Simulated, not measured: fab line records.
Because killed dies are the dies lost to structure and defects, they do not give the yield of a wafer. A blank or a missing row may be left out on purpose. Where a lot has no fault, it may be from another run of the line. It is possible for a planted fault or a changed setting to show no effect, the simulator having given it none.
Struck lot and sound lot, side by side | flow sky130 | 17 steps out of a route of 708
Sound: wafers L343.2, L343.3, L343.6. Struck: wafer L349.3. (L349.4, L349.6 of the same lot were not struck and are left out.) The cause comes at the end.
For every step that has rows: the tool of each side, followed by ch and its chambers, followed by its first start. Under that, the readings that differ: sound wafers | struck wafers | difference of the means | sigmas: that difference in standard deviations of wafers without a fault.
alike: words and numbers the same on both sides, and readings whose means are apart by under 2 such deviations; not compared: readings that were withheld, readings missing a value for some wafer, numbers with overlapping values and no deviation given by the record, and bounds like >300 which may hide the same value.
A row with sigmas, a row that says differs or no value, or rows on one side alone: a step with any of these is where the two part. When numbers do not overlap yet have no deviation, they are printed without sigmas and do not part them. Lack of a reading on every wafer of one side parts them only where that side has two or more wafers.

SKY_FIELD_ISO_THK_MEAS_02:
  sound on film metro-03, day 1 16:38; struck on film metro-02, day 3 00:13
  alike: FIELD_ISO_OXIDATION_00_THK
then, 1 step without rows for these wafers: SKY_FIELD_ISO_CVD_03 (deposits Si3N4 from DCS/NH3, target thk 165 nm, time 2830 s).
SKY_FIELD_ISO_THK_MEAS_04:
  sound on film metro-04, day 1 18:29; struck on film metro-02, day 3 03:29
  alike: FIELD_ISO_CVD_03_THK
then, 8 steps without rows for these wafers: SKY_FIELD_ISO_DEHYDRATE_05 (time 60 s); SKY_FIELD_ISO_HMDS_06 (prime time 62.55 s); SKY_FIELD_ISO_COAT_07 (resist thk 60 nm); SKY_FIELD_ISO_COAT_08 (resist thk 450 nm); SKY_FIELD_ISO_SOFTBAKE_09 (time 90 s); SKY_FIELD_ISO_EXPOSE_10 (exposes mask FOM, target cd 150 nm); SKY_FIELD_ISO_PEB_11; SKY_FIELD_ISO_DEVELOP_12 (develop time 60 s).
SKY_FIELD_ISO_CD_MEAS_13: target cd 150 nm.
  sound on cd sem-02, day 2 09:32; struck on cd sem-02, day 3 19:45
  alike: cd nm
SKY_FIELD_ISO_ETCH_14: etches BARC in N2/H2, stops on SiO2, time 45.9 s, target depth 60 nm.
  sound on rie diel-04 ch 0,2, day 2 09:38; struck on rie diel-02 ch 1, day 3 19:50
  reading                                          | sound             | struck | difference | sigmas
  oes product au (a.u.)                            | 0.866 0.847 0.861 | 1.002  | +0.144     | +31
  run length s (s)                                 | 75.0 74.7 74.4    | 53.7   | -21.0      | -50
  model.KrF-thick_of_FIELD_ISO_COAT_08.thk nm (nm) | 393.5 392.8 393.1 | 410.4  | +17.3      |
  model.etch.depth nm (nm)                         | 60.13 59.93 60.06 | 42.3   | -17.7      |
  model.FIELD_ISO.cd nm (nm)                       | 151.1 149.9 151.5 | 153.9  | +3.1       |
  alike: chamber pressure mTorr, drypump motor current A, throttle valve pct
  not compared: bias w, rf hours counter h
SKY_FIELD_ISO_ETCH_15: etches the open film in CHF3/O2, stops on Si, target depth 180 nm, time 72 s.
  sound on rie diel-04 ch 0,2, day 2 09:41; struck on rie diel-02 ch 1, day 3 19:53
  reading                                          | sound             | struck | difference | sigmas
  oes product au (a.u.)                            | 0.946 0.942 0.945 | 0.380  | -0.564     | -78
  throttle valve pct (%)                           | 8.866 8.829 8.856 | 8.670  | -0.180     | -16
  model.KrF-thick_of_FIELD_ISO_COAT_08.thk nm (nm) | 235.5 234.4 235.6 | 252.6  | +17.4      |
  alike: bias w, chamber pressure mTorr, drypump motor current A, run length s
  not compared: rf hours counter h
SKY_FIELD_ISO_STRIP_16: strips in O2/N2.
  sound on plasma asher-04 ch 0,1, day 2 09:44; struck on plasma asher-04 ch 0, day 3 19:58
  reading                        | sound                | struck | difference | sigmas
  chamber pressure mTorr (mTorr) | 1498.7 1499.5 1499.2 | 1502.0 | +2.9       | +2
  oes product au (a.u.)          | 0.376 0.374 0.379    | 0.389  | +0.013     | +3
  strip time to endpoint s (s)   | 3.533 3.533 3.535    | 3.713  | +0.179     | +7
  alike: drypump motor current A
  not compared: rf hours counter h
SKY_FIELD_ISO_ETCH_17: etches Si in HBr/Cl2/O2, target depth 342 nm, time 97.7 s.
  sound on rie si-01 ch 0,1, day 2 09:50; struck on rie si-02 ch 3, day 3 20:02
  reading                    | sound             | struck | difference | sigmas
  oes product au (a.u.)      | 0.992 0.991 0.991 | 1.008  | +0.017     | +2
  model.FIELD_ISO.cd nm (nm) | 151.6 149.8 151.6 | 156    | +5         |
  alike: HBr_flow_sccm, bias w, chamber pressure mTorr, drypump motor current A, run length s, throttle valve pct
  not compared: rf hours counter h
then, 1 step without rows for these wafers: SKY_FIELD_ISO_WET_ETCH_18 (etches Si3N4 in H3PO4, target depth 25 nm, time 286 s).

== WHERE THEY PART ==
At SKY_FIELD_ISO_ETCH_14 first; at SKY_FIELD_ISO_ETCH_17 last (within this record only).

WHY: what had been put in by the simulator
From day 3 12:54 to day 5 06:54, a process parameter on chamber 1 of rie diel-02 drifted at SKY_FIELD_ISO_ETCH_14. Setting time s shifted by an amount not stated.
